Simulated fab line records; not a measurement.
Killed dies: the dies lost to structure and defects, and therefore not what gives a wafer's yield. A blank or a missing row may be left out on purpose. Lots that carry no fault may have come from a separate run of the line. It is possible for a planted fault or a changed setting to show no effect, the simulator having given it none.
Struck lot and sound lot, side by side ; flow sky130 ; 32 steps out of a route of 708
Sound: wafers L671.3, L671.4, L671.6. Struck: wafer L687.5. (L687.4 of the same lot was not struck and is left out.) The cause comes at the end.
For every step that has rows: the tool of each side, followed by ch and its chambers, followed by its first start. Under that, the readings that differ: sound wafers ; struck wafers ; difference of the means ; sigmas: that difference in standard deviations of wafers without a fault.
alike: same words and numbers on both sides, and readings whose means sit less than 2 such deviations apart. not compared: any withheld reading, any reading some wafer has no value for, any bound like >300 that may hide the same value, and any number with overlapping values for which the record gives no deviation.
Wherever a step has rows on one side only, a row that says differs or no value, or a row with sigmas, the two part there. Numbers that have no deviation but don't overlap get no sigmas and don't part them. Lack of a reading on every wafer of one side parts them only where that side has two or more wafers.

SKY_VIA1_ETCH_15: etches SiO2 in C4F8/O2/Ar, stops on TiN, target depth 351 nm, time 54 s.
  sound on rieDiel-04 ch 0,2, day 35 16:47; struck on rieDiel-04 ch 3, day 40 03:28
  alike: biasW, oesProductAu
  not compared: rfHoursCounterH
then, 4 steps without rows for these wafers: SKY_VIA1_STRIP_16 (strips in O2/N2); SKY_VIA1_STRIP_17 (strips in post etch residue remover, time 1200 s); SKY_VIA1_CLEAN_18 (cleans in IPA, time 180 s); SKY_VIA1_CLEAN_19 (cleans in O3/DIW).
SKY_VIA1_SPUTTER_20: material TiN, target thk 20 nm, time 80 s.
  sound: pvdSputter-02 at day 35 17:25; struck: pvdSputter-03 at day 40 04:06
  alike: throttleValvePct
SKY_VIA1_CVD_21: deposits W, target thk 270 nm, time 80.902 s.
  sound on cvdW-01 ch 0,1, day 35 17:31; struck on cvdW-01 ch 1, day 40 04:11
  alike: heaterPowerW
SKY_VIA1_RS_MEAS_22: uses a four-point probe to measure.
  sound: filmMetro-04 at day 35 17:37; struck: filmMetro-04 at day 40 04:19
  alike: VIA1_W_RS
SKY_VIA1_THK_MEAS_23: measures by xrf.
  sound: filmMetro-04 at day 35 17:43; struck: filmMetro-04 at day 40 04:24
  alike: VIA1_W_THK
SKY_VIA1_CMP_24: polishes, stops on SiO2, t overpolish 15 s, target thk 0 nm.
  sound on cmp-01 ch 0,1,2, day 35 17:51; struck on cmp-01 ch 3, day 40 04:32
  alike: motorCurrentA, overpolishRunS, timeToEndpointS
then, 1 step without rows for these wafers: SKY_METAL2_SPUTTER_00 (material Ti, target thk 15 nm, time 10 s).
SKY_METAL2_SPUTTER_01: material TiN, target thk 20 nm, time 16.7 s.
  sound: pvdSputter-03 at day 35 18:04; struck: pvdSputter-01 at day 40 04:46
  alike: throttleValvePct
SKY_METAL2_SPUTTER_02: material AlCu, target thk 250 nm, time 13.3 s.
  sound: pvdSputter-03 at day 35 18:06; struck: pvdSputter-01 at day 40 04:47
reading;sound;struck;difference;sigmas
model.AlCu_of_METAL2_SPUTTER_02.thkNm (nm);250 253 244.2;234.2;-14.9;
  alike: throttleValvePct
then, 2 steps without rows for these wafers: SKY_METAL2_SPUTTER_03 (material Ti, target thk 5 nm, time 3.3 s); SKY_METAL2_SPUTTER_04 (material TiN, target thk 70 nm, time 58.3 s).
SKY_METAL2_RS_MEAS_05: uses a four-point probe to measure.
  sound: filmMetro-03 at day 35 18:14; struck: filmMetro-01 at day 40 04:56
reading;sound;struck;difference;sigmas
METAL2_ALCU_RS (ohm/sq);0.1268 0.1251 0.1299;0.1359;+0.0086;+6
SKY_METAL2_THK_MEAS_06: measures by xrf.
  sound: filmMetro-03 at day 35 18:20; struck: filmMetro-01 at day 40 05:01
reading;sound;struck;difference;sigmas
METAL2_ALCU_THK (nm);246.5 249.6 241.2;232.9;-12.9;-4
then, 8 steps without rows for these wafers: SKY_METAL2_DEHYDRATE_07 (time 60 s); SKY_METAL2_HMDS_08 (prime time 60 s); SKY_METAL2_COAT_09 (resist thk 60 nm); SKY_METAL2_COAT_10 (resist thk 450 nm); SKY_METAL2_SOFTBAKE_11 (time 90 s); SKY_METAL2_EXPOSE_12 (exposes mask MM2, target cd 140 nm); SKY_METAL2_PEB_13; SKY_METAL2_DEVELOP_14 (develop time 60 s).
SKY_METAL2_CD_MEAS_15: the cd target is 140 nm.
  sound: cdSem-02 at day 36 20:13; struck: cdSem-01 at day 41 06:35
  alike: cdNm
SKY_METAL2_OVL_MEAS_16:
  sound: overlay-02 at day 36 20:18; struck: overlay-02 at day 41 06:40
  alike: METAL2_OVL
then, 2 steps without rows for these wafers: SKY_METAL2_DESCUM_17 (chemistry O2, time 8 s); SKY_METAL2_ETCH_18 (etches BARC in N2/H2, stops on SiO2, time 45.9 s, target depth 60 nm).
SKY_METAL2_METAL_ETCH_19: etches the open film in Cl2/BCl3, stops on SiO2, target depth 360 nm, time 78 s.
  sound on rieMetal-01 ch 0,1, day 36 20:27; struck on rieMetal-01 ch 0, day 41 06:48
  alike: biasW, drypumpMotorCurrentA, oesProductAu, throttleValvePct
  not compared: rfHoursCounterH, model.METAL2.featureDepthNm, model.etch.depthNm
then, 1 step without rows for these wafers: SKY_METAL2_STRIP_20 (strips in O2/N2).
-- the record jumps here: 9 days lie between the struck wafers' starts before and after (it left off in module METAL2 and takes up again in module PAD_OPEN, whose first step shown is number 708 of the route) --
SKY_PAD_OPEN_PROBE_99:
  sound: prober-01 at day 47 06:38; struck: prober-02 at day 50 12:41
reading;sound;struck;difference;sigmas
killedOpen;62 58 49;38;-18;-3
sort_bin_5_function (%);11.6 9.8 10.8;7.7;-3.0;-2
model.etest.met2.lineOhmUm;0.9129 0.9604 0.9565;0.9807;+0.0374;
model.etest.met2.rsOhmSq;0.129 0.127 0.1316;0.1377;+0.0085;
  alike: defectLimitedYield, killed_at_M0_to_M3, killed_at_M4_up, killedAtContacts, killedAtFrontEnd, killedAtOther, killedDies, killedShort, sort_bin_3_pad_short, sort_bin_6_memory, sortNPass, sortYieldPct

== WHERE THEY PART ==
Earliest at SKY_METAL2_RS_MEAS_05; latest, in this record, at SKY_PAD_OPEN_PROBE_99.

WHY: whatever the simulator had introduced
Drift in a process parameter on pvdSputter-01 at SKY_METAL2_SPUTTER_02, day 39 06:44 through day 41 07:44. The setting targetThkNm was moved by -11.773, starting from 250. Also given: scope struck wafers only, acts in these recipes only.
